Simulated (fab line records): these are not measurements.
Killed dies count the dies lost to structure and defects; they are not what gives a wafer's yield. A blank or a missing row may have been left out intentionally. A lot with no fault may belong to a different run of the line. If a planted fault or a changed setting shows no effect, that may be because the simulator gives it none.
Struck lot and sound lot, side by side	flow sky130	16 out of 708 route steps
Sound: wafers L947.1, L947.3, L947.5. Struck: wafer L942.4. (L942.1, L942.6 of the same lot were not struck and are left out.) The cause comes at the end.
Per side, at each step with rows, come the tool, then ch with its chambers, and then its first start. Under that, the readings that differ: sound wafers	struck wafers	difference of the means	sigmas: that difference in standard deviations of wafers without a fault.
alike: a reading whose means differ by less than 2 such deviations, as well as words and numbers matching on both sides. not compared: withheld readings; readings where some wafer has no value; bounds like >300 that might hide an equal value; numbers whose values overlap and for which the record gives no deviation.
The two part at a step that has a row with sigmas, a row that says differs or no value, or rows on one side only. When numbers do not overlap yet have no deviation, they are printed without sigmas and do not part them. Lack of a reading on every wafer of one side parts them only where that side has two or more wafers.

first, 2 steps without rows for these wafers: SKY_METAL4_PEB_11; SKY_METAL4_DEVELOP_12 (develop time 60 s).
SKY_METAL4_CD_MEAS_13 targets a cd of 300 nm.
  sound on cd_sem-02, day 47 10:01; struck on cd_sem-02, day 46 02:58
  alike: cd_nm
SKY_METAL4_OVL_MEAS_14:
  sound on overlay-01, day 47 10:08; struck on overlay-02, day 46 03:05
  alike: METAL4_OVL
SKY_METAL4_DESCUM_15: chemistry O2, time 8 s.
  sound on rie_metal-03 ch 0,1, day 47 10:10; struck on rie_metal-01 ch 0, day 46 03:07
reading	sound	struck	difference	sigmas
oes_product_au (a.u.)	0.991 0.992 0.991	1.019	+0.028	+3
  alike: drypump_motor_current_A
  not compared: rf_hours_counter_h
SKY_METAL4_ETCH_16: etches BARC in N2/H2, stops on SiO2, time 88.2 s, target depth 60 nm.
  sound on rie_metal-03 ch 0,1, day 47 10:13; struck on rie_metal-01 ch 0, day 46 03:09
  alike: drypump_motor_current_A, oes_product_au, throttle_valve_pct
  not compared: rf_hours_counter_h
SKY_METAL4_ETCH_17: etches SiO2 in C4F8/O2/Ar, stops on TiN, time 3.9 s, target depth 15 nm.
  sound on rie_diel-03 ch 0,1,2, day 47 10:18; struck on rie_diel-03 ch 0, day 46 03:15
  alike: oes_product_au
  not compared: rf_hours_counter_h
then, 1 step without rows for these wafers: SKY_METAL4_METAL_ETCH_18 (etches the open film in Cl2/BCl3, stops on SiO2, target depth 845 nm, time 183.1 s).
SKY_METAL4_STRIP_19: strips in O2/N2.
  sound on plasma_asher-04 ch 1, day 47 10:30; struck on plasma_asher-01 ch 0, day 46 03:26
  alike: drypump_motor_current_A, oes_product_au, strip_time_to_endpoint_s
  not compared: rf_hours_counter_h
then, 3 steps without rows for these wafers: SKY_METAL4_STRIP_20 (strips in post etch residue remover, time 1200 s); SKY_METAL4_CLEAN_21 (cleans in IPA, time 180 s); SKY_METAL4_CLEAN_22 (cleans in O3/DIW).
SKY_VIA4_HDPCVD_00: deposits SiO2, target thk 1750 nm, time 291.7 s.
  sound on hdpcvd-02 ch 0,1,2, day 47 11:10; struck on hdpcvd-01 ch 0, day 46 04:02
reading	sound	struck	difference	sigmas
model.SiO2_of_VIA4_HDPCVD_00.thk_nm (nm)	1759 1756 1755	2589	+832	
  alike: sih4_flow_sccm
SKY_VIA4_THK_MEAS_01:
  sound on film_metro-01, day 47 11:20; struck on film_metro-04, day 46 04:13
reading	sound	struck	difference	sigmas
VIA4_HDPCVD_THK (nm)	1760 1756 1754	2586	+829	+49
SKY_VIA4_CMP_02: polishes SiO2.
  sound on cmp-02 ch 1,3, day 47 11:24; struck on cmp-01 ch 0, day 46 04:17
  alike: motor_current_A
-- the record jumps here: 3 days lie between the struck wafers' starts before and after (it left off in module VIA4 and takes up again in module PAD_OPEN, whose first step shown is number 708 of the route) --
SKY_PAD_OPEN_PROBE_99:
  record: rows for the struck wafers here (prober-01, day 49 14:35), none for the sound ones

WHERE THEY PART
Earliest at SKY_METAL4_DESCUM_15; latest, in this record, at SKY_PAD_OPEN_PROBE_99.

WHY: what had been put in by the simulator
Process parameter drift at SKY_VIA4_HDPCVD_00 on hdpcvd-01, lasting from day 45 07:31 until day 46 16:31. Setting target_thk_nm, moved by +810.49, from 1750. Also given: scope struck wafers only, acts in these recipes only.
